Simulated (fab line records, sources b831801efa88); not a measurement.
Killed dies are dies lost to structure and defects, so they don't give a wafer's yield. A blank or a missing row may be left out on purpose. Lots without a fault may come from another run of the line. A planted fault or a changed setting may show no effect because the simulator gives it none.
Which tool did it? | flow sky130 | 14 lots, 42 wafers sampled, at 3 steps of a route of 708

WHAT THE GAUGES READ, wafer by wafer
SKY_LOCAL_INTERCONNECT_CD_MEAS_11: target cd 170 nm. Usual: cd_nm 169.7 nm, standard deviation 1.8.
lot  | measured     | on        | cd_nm (nm)        | flag
L383 | day 31 00:58 | cd_sem-02 | 168.0 169.7 168.1 |
L384 | day 31 04:40 | cd_sem-02 | 171.6 170.0 169.6 |
L385 | day 31 09:41 | cd_sem-02 | 171.2 170.2 169.9 |
L387 | day 32 01:28 | cd_sem-02 | 167.3 167.7 169.2 |
L389 | day 32 15:38 | cd_sem-02 | 167.6 167.9 168.3 |
L390 | day 33 02:47 | cd_sem-01 | 164.8 166.8 167.3 |
L391 | day 33 07:37 | cd_sem-01 | 169.6 171.1 171.6 |
L392 | day 34 04:05 | cd_sem-02 | 171.9 171.4 170.6 |
L393 | day 34 05:15 | cd_sem-01 | 169.0 169.3 169.0 |
L400 | day 36 06:41 | cd_sem-01 | 167.7 168.1 169.6 |
L401 | day 36 10:48 | cd_sem-01 | 169.5 170.4 169.6 |
L404 | day 37 03:17 | cd_sem-02 | 169.3 170.8 169.4 |
L406 | day 38 03:17 | cd_sem-02 | 171.2 173.5 172.6 |
L405 | day 38 06:15 | cd_sem-01 | 169.7 170.8 173.1 |

SKY_CONTACT_CD_MEAS_14: target cd 170 nm. Usual: cd_nm 170.0 nm, standard deviation 1.6.
lot  | measured     | on        | cd_nm (nm)        | flag
L383 | day 32 06:45 | cd_sem-02 | 171.1 171.1 169.9 |
L384 | day 32 09:43 | cd_sem-02 | 170.2 169.5 169.4 |
L385 | day 32 15:15 | cd_sem-01 | 170.9 171.4 170.6 |
L387 | day 33 08:28 | cd_sem-01 | 170.3 169.4 169.6 |
L389 | day 33 20:19 | cd_sem-01 | 169.6 170.2 170.0 |
L390 | day 34 06:59 | cd_sem-01 | 169.5 169.0 171.7 |
L391 | day 34 10:52 | cd_sem-01 | 174.4 173.3 171.6 |
L392 | day 35 08:10 | cd_sem-01 | 171.6 170.6 170.9 |
L393 | day 35 10:08 | cd_sem-01 | 169.6 170.7 171.7 |
L400 | day 37 10:00 | cd_sem-01 | 170.2 167.8 168.8 |
L401 | day 37 14:08 | cd_sem-02 | 170.6 170.7 170.7 |
L404 | day 38 06:59 | cd_sem-02 | 169.5 169.8 169.0 |
L406 | day 39 06:00 | cd_sem-02 | 167.9 169.5 167.4 |
L405 | day 39 09:11 | cd_sem-01 | 169.1 169.9 168.6 |

WHICH TOOL RAN EACH LOT (tool, then ch and the chambers of the sampled wafers, then the start)
lot  | SKY_LOCAL_INTERCONNECT_ETCH_13
L383 | rie_metal-01 ch 0,1, day 31 01:08
L384 | rie_metal-01 ch 0,1, day 31 04:49
L385 | rie_metal-02 ch 0,1, day 31 09:50
L387 | rie_metal-02 ch 0,1, day 32 01:35
L389 | rie_metal-01 ch 0,1, day 32 15:47
L390 | rie_metal-02 ch 0,1, day 33 02:55
L391 | rie_metal-01 ch 0,1, day 33 07:46
L392 | rie_metal-03 ch 0, day 34 04:14
L393 | rie_metal-03 ch 0, day 34 05:25
L400 | rie_metal-02 ch 0,1, day 36 06:50
L401 | rie_metal-03 ch 0,1, day 36 10:58
L404 | rie_metal-02 ch 0,1, day 37 03:26
L406 | rie_metal-03 ch 0,1, day 38 03:26
L405 | rie_metal-03 ch 0,1, day 38 06:22
- SKY_LOCAL_INTERCONNECT_ETCH_13: etches BARC in N2/H2, stops on SiO2, time 45.9 s, target depth 60 nm.

WHAT THE TOOLS THEMSELVES READ (means of the sampled wafers that have a number; where no wafer has one, the mark that the record gives instead)
SKY_LOCAL_INTERCONNECT_ETCH_13. Usual: drypump_motor_current_A 5.6 A, standard deviation 0.59; oes_product_au 0.855 a.u., standard deviation 0.0047; throttle_valve_pct 13.225 %, standard deviation 0.0086.
lot  | tool         | drypump_motor_current_A (A) | oes_product_au (a.u.) | throttle_valve_pct (%) | flag
L383 | rie_metal-01 | 5.0                         | 0.849                 | 13.221                 |
L384 | rie_metal-01 | 5.1                         | 0.858                 | 13.224                 |
L385 | rie_metal-02 | 6.0                         | 0.859                 | 13.216                 |
L387 | rie_metal-02 | 6.0                         | 0.859                 | 13.233                 |
L389 | rie_metal-01 | 5.1                         | 0.860                 | 13.213                 |
L390 | rie_metal-02 | 6.0                         | 0.857                 | 13.214                 |
L391 | rie_metal-01 | 5.0                         | 0.855                 | 13.223                 |
L392 | rie_metal-03 | 6.1                         | 0.858                 | 13.227                 |
L393 | rie_metal-03 | 6.1                         | 0.853                 | 13.225                 |
L400 | rie_metal-02 | 5.5                         | 0.852                 | 13.222                 |
L401 | rie_metal-03 | 5.9                         | 0.858                 | 13.233                 |
L404 | rie_metal-02 | 5.5                         | 0.851                 | 13.230                 |
L406 | rie_metal-03 | 5.9                         | 0.853                 | 13.226                 |
L405 | rie_metal-03 | 5.8                         | 0.852                 | 13.224                 |

THE ANSWER, worked out from the rows above alone
Rule: a lot is off if the mean of its wafers that have a number lies more than 3 standard deviations from the usual mean. A lot without any number at a reading at which 4 lots or more have one is off too. The other lots that the step has rows for count as sound. The gauges are gone through in route order, then the tools' own readings, and for those a lot's mean is taken as printed above. The first step at which some lot is off is used, and at that step the reading that is off furthest; a lot without a number counts as furthest.
No lot is off at any reading shown: from this, nothing can be told.

WHAT THE SIMULATOR HAD PUT IN
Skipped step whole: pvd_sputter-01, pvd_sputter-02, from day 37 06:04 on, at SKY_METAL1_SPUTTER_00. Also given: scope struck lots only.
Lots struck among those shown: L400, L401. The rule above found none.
